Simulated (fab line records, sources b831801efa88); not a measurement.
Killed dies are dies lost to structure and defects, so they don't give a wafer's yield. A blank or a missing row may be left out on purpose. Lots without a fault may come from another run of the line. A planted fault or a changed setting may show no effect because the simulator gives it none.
Chamber matching | flow sky130 | SKY_LI_CONTACT_ETCH_15 on rie_diel-02: 4 sister chambers
The step etches PSG in C4F8/O2/Ar, stops on Si, target depth 600 nm. 4 wafers are shown with their chamber, then 7 later ones without.

WAFERS WITH THEIR CHAMBER
wafer  | chamber | oes_product_au (a.u.)
L083.5 | 0       | 0.834
L085.6 | 3       | 0.829
L086.3 | 2       | 0.835
L086.4 | 1       | 0.830

WAFERS WITHOUT THEIR CHAMBER
wafer  | oes_product_au (a.u.)
L086.6 | 0.832
L090.1 | 0.835
L090.2 | 0.842
L090.3 | 0.845
L097.3 | 0.831
L097.4 | 0.831
L097.6 | 0.843

WHICH CHAMBER EACH WENT THROUGH
wafer  | from the rows above               | in truth
L086.6 | can't be placed: 0 or 1 or 2 or 3 | 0
L090.1 | can't be placed: 2 or 0 or 1 or 3 | 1
L090.2 | can't be placed: 2 or 0 or 1 or 3 | 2
L090.3 | can't be placed: 2 or 0 or 1 or 3 | 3
L097.3 | can't be placed: 1 or 3 or 0 or 2 | 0
L097.4 | can't be placed: 1 or 3 or 0 or 2 | 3
L097.6 | can't be placed: 2 or 0 or 1 or 3 | 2
Placed correctly: 0 of 7. Can't be placed from these rows: 7 (the true chamber is among the candidates in 7). Placed wrongly: 0.
How it was worked out, from the rows above alone: a wafer's distance from a chamber is the root of the sum, over the readings, of the square of ((its reading less the chamber's mean) divided by the reading's scatter). The wafer belongs to the nearest chamber; if the next one is less than 2 further off, it can't be placed. A chamber's mean is the mean of its shown wafers. The scatter: with one shown wafer a chamber, the root of the mean of the squares of how far each hidden wafer lies from its nearest shown one.
